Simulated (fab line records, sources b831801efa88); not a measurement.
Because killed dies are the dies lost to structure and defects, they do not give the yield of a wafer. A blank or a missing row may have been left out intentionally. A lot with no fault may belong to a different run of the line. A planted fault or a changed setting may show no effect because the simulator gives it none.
Matching of chambers | flow sky130 | cmp-02 running SKY_VIA3_CMP_02: 4 sister chambers
The step polishes SiO2. 22 wafers are shown with their chamber, then 11 later ones without.

== WAFERS WITH THEIR CHAMBER ==
wafer  | chamber | motorCurrentA (A) | slurryFlowMlMin | platenRpm (rpm)
L075.1 | 0       | 14.8              | 149.4           | 59.95
L075.2 | 3       | 10.7              | 150.9           | 60.01
L075.3 | 2       | 11.5              | 151.0           | 60.01
L079.1 | 1       | 15.3              | 149.6           | 60.03
L079.2 | 2       | 11.1              | 149.4           | 59.97
L079.3 | 3       | 10.6              | 150.4           | 60.08
L085.1 | 1       | 15.0              | 150.3           | 60.02
L085.4 | 0       | 15.5              | 150.6           | 60.03
L085.6 | 2       | 11.4              | 150.1           | 60.01
L086.2 | 3       | 10.9              | 150.5           | 59.95
L086.3 | 1       | 14.7              | 149.7           | 60.05
L086.6 | 1       | 15.0              | 149.8           | 60.00
L087.3 | 0       | 14.7              | 150.7           | 59.99
L087.4 | 1       | 14.6              | 150.3           | 59.96
L087.6 | 1       | 14.7              | 149.3           | 59.96
L088.2 | 1       | 15.3              | 150.4           | 60.01
L088.3 | 2       | 11.5              | 149.9           | 60.03
L088.6 | 1       | 15.1              | 150.6           | 60.02
L089.4 | 3       | 10.8              | 150.8           | 59.99
L089.5 | 2       | 11.1              | 149.4           | 59.99
L089.6 | 1       | 14.6              | 149.5           | 59.98
L090.1 | 2       | 11.7              | 150.5           | 60.06

SIGNATURES, as means of the wafers listed above
reading         | chamber 0 | chamber 1 | chamber 2 | chamber 3 | scatter within a chamber
motorCurrentA   | 15.000    | 14.922    | 11.383    | 10.750    | 0.274
slurryFlowMlMin | 150.233   | 149.944   | 150.050   | 150.650   | 0.521
platenRpm       | 59.9900   | 60.0033   | 60.0117   | 60.0075   | 0.0371
Rule: distance of a wafer from a chamber = root of the sum over the readings of ((wafer's reading minus chamber's mean) / reading's scatter) squared. The wafer belongs to the nearest chamber; if the next one is less than 2 further off, it can't be placed. The scatter: take each reading less its chamber's mean, square it, sum over the shown wafers, divide by the number of wafers less the number of chambers, and take the root.

== WAFERS WHOSE CHAMBER IS MISSING ==
wafer  | motorCurrentA (A) | slurryFlowMlMin | platenRpm (rpm)
L090.3 | 15.9              | 149.8           | 59.99
L090.5 | 14.5              | 149.7           | 59.99
L091.1 | 10.4              | 149.9           | 59.90
L091.2 | 14.9              | 150.9           | 59.97
L091.5 | 11.0              | 149.3           | 59.95
L092.2 | 15.2              | 149.8           | 60.00
L092.3 | 11.0              | 149.4           | 60.04
L092.6 | 10.5              | 149.0           | 60.04
L096.1 | 15.6              | 150.6           | 59.97
L096.3 | 11.0              | 150.5           | 60.05
L096.5 | 15.8              | 150.7           | 60.01

== CHAMBER TAKEN BY EACH ==
wafer  | from the rows above     | in truth
L090.3 | can't be placed: 0 or 1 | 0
L090.5 | can't be placed: 1 or 0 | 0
L091.1 | can't be placed: 3 or 2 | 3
L091.2 | can't be placed: 0 or 1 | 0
L091.5 | can't be placed: 2 or 3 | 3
L092.2 | can't be placed: 1 or 0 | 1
L092.3 | can't be placed: 2 or 3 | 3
L092.6 | can't be placed: 3 or 2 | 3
L096.1 | can't be placed: 0 or 1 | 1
L096.3 | can't be placed: 3 or 2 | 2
L096.5 | can't be placed: 0 or 1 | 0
Correct placement for 0 of the 11. From these rows, 11 cannot be placed; in 11 the true chamber is one of the candidates. 0 placed wrongly.
